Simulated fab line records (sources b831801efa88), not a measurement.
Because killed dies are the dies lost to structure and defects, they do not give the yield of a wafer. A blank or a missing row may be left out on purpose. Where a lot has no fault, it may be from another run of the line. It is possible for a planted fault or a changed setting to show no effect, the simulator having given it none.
A struck lot beside a sound one    flow sfq_line    21 steps out of a route of 325
Sound: these wafers, L111.1, L111.2, L111.3. Wafers L120.2, L120.3, L120.4 were the ones struck. The cause is given at the end.
For every step that has rows: the tool of each side, followed by ch and its chambers, followed by its first start. Under that, the readings that differ: sound wafers    struck wafers    difference of the means    sigmas: that difference in standard deviations of wafers without a fault.
alike: readings whose means differ by less than 2 such deviations, and words and numbers that are the same on both sides. not compared: withheld readings, readings that some wafer has no value for, bounds like >300 that may hide the same value, and numbers for which the record gives no deviation and whose values overlap.
The two part at a step that has a row with sigmas, a row that says differs or no value, or rows on one side only. Numbers that have no deviation but don't overlap get no sigmas and don't part them. A reading that every wafer of one side lacks parts them only if that side has two wafers or more.

SFQ_I4_OVL_MEAS_928:
  sound on overlay-02, day 37 14:31; struck on overlay-01, day 42 00:46
reading      sound  struck     difference  sigmas
I4_OVL (nm)  4 2 7  -14 -2 -8  -12         -2
then, 1 step without rows for these wafers: SFQ_TRILAYER_I4_VIA_BARC_OPEN_VIA_ETCH_146 (etches BARC in O2, target depth 125 nm, time 41.7 s).
SFQ_TRILAYER_I4_VIA_ETCH_VIA_ETCH_106: etches SiO2 in CHF3, stops on Nb, target depth 260 nm.
  sound on rie_diel-02 ch 0,1,2, day 37 14:35; struck on rie_diel-04 ch 0,1,2, day 42 00:50
  alike: drypump_motor_current_A, oes_product_au
SFQ_TRILAYER_I4_VIA_STRIP_STRIP_107: strips in O2.
  sound on rie_metal-01 ch 1, day 37 14:42; struck on rie_metal-02 ch 0,1, day 42 00:57
  alike: drypump_motor_current_A, oes_product_au
  not compared: rf_hours_counter_h
then, 5 steps without rows for these wafers: SFQ_TRILAYER_I4_VIA_STRIP_SOLV_CLEAN_108 (cleans in NMP, time 600 s); SFQ_TRILAYER_JJ_TRILAYER_DEP_PRE_CLEAN_113 (time 22.5 s); SFQ_TRILAYER_JJ_TRILAYER_DEP_SPUTTER_109 (material Nb, target thk 150 nm, time 100 s); SFQ_TRILAYER_JJ_TRILAYER_DEP_SPUTTER_110 (material Al, target thk 8 nm, time 10 s); SFQ_TRILAYER_JJ_TRILAYER_DEP_AL_OXIDATION_111 (oxidation time 600 s).
SFQ_TRILAYER_JJ_TRILAYER_DEP_SPUTTER_112: material Nb, target thk 170 nm, time 113.3 s.
  sound on pvd_sputter-06, day 37 17:12; struck on pvd_sputter-03, day 42 02:51
  alike: chamber_pressure_pa, throttle_valve_pct
SFQ_JJ_RS_MEAS_929: uses a four-point probe to measure.
  sound on film_metro-01, day 37 17:17; struck on film_metro-01, day 42 02:57
  alike: JJ_NB_RS
SFQ_TRILAYER_JJ_CE_LITHO_COAT_119: resist thk 62 nm.
  sound on litho_track-03 ch 0, day 37 17:28; struck on litho_track-04 ch 0, day 42 03:10
reading                                                  sound                 struck                difference  sigmas
spin_speed_rpm (rpm)                                     2999.1 3002.7 3001.3  2890.1 2892.1 2892.8  -109.4      -61
model.BARC_of_TRILAYER_JJ_CE_LITHO_COAT_119.thk_nm (nm)  62.3 62.3 62.18       63.48 63.38 63.28     +1.12       
then, 5 steps without rows for these wafers: SFQ_TRILAYER_JJ_CE_LITHO_COAT_114 (resist thk 600 nm); SFQ_TRILAYER_JJ_CE_LITHO_SOFTBAKE_118; SFQ_TRILAYER_JJ_CE_LITHO_EXPOSE_115 (exposes mask J5, target cd 700 nm); SFQ_TRILAYER_JJ_CE_LITHO_PEB_117 (peb time 60 s); SFQ_TRILAYER_JJ_CE_LITHO_DEVELOP_116 (time 60 s).
-- the record jumps here: 3 days lie between the struck wafers' starts before and after --
SFQ_JJ_OVL_MEAS_931:
  sound on overlay-02, day 40 07:52; struck on overlay-02, day 45 03:16
  alike: J5_OVL
SFQ_TRILAYER_JJ_CE_METRO_MEASURE_117:
  sound on cd_sem-01, day 40 07:54; struck on cd_sem-01, day 45 03:29
  alike: cd_nm
SFQ_TRILAYER_JJ_CE_BARC_OPEN_RIE_150: chemistry O2, target BARC, target depth 240 nm, time 80 s.
  sound on rie_metal-04 ch 0,1, day 40 09:06; struck on rie_metal-03 ch 0,1, day 45 04:29
reading                   sound            struck             difference  sigmas
model.etch.depth_nm (nm)  62.3 62.3 62.18  63.48 63.38 63.28  +1.12       
  alike: drypump_motor_current_A, oes_product_au
  not compared: rf_hours_counter_h
SFQ_TRILAYER_JJ_CE_ETCH_RIE_118: chemistry SF6, target Nb, stops on Al2O3, time 97.7 s, target depth 170 nm.
  sound on rie_metal-04 ch 0,1, day 40 09:11; struck on rie_metal-03 ch 0,1, day 45 04:35
  alike: drypump_motor_current_A, oes_product_au
  not compared: rf_hours_counter_h

== WHERE THEY PART ==
Last at SFQ_TRILAYER_JJ_CE_LITHO_COAT_119 as far as this record goes, first at SFQ_I4_OVL_MEAS_928. Later steps at which nothing parts them and some readings are alike: SFQ_JJ_OVL_MEAS_931, SFQ_TRILAYER_JJ_CE_METRO_MEASURE_117, SFQ_TRILAYER_JJ_CE_BARC_OPEN_RIE_150, SFQ_TRILAYER_JJ_CE_ETCH_RIE_118.

WHY: whatever the simulator had introduced
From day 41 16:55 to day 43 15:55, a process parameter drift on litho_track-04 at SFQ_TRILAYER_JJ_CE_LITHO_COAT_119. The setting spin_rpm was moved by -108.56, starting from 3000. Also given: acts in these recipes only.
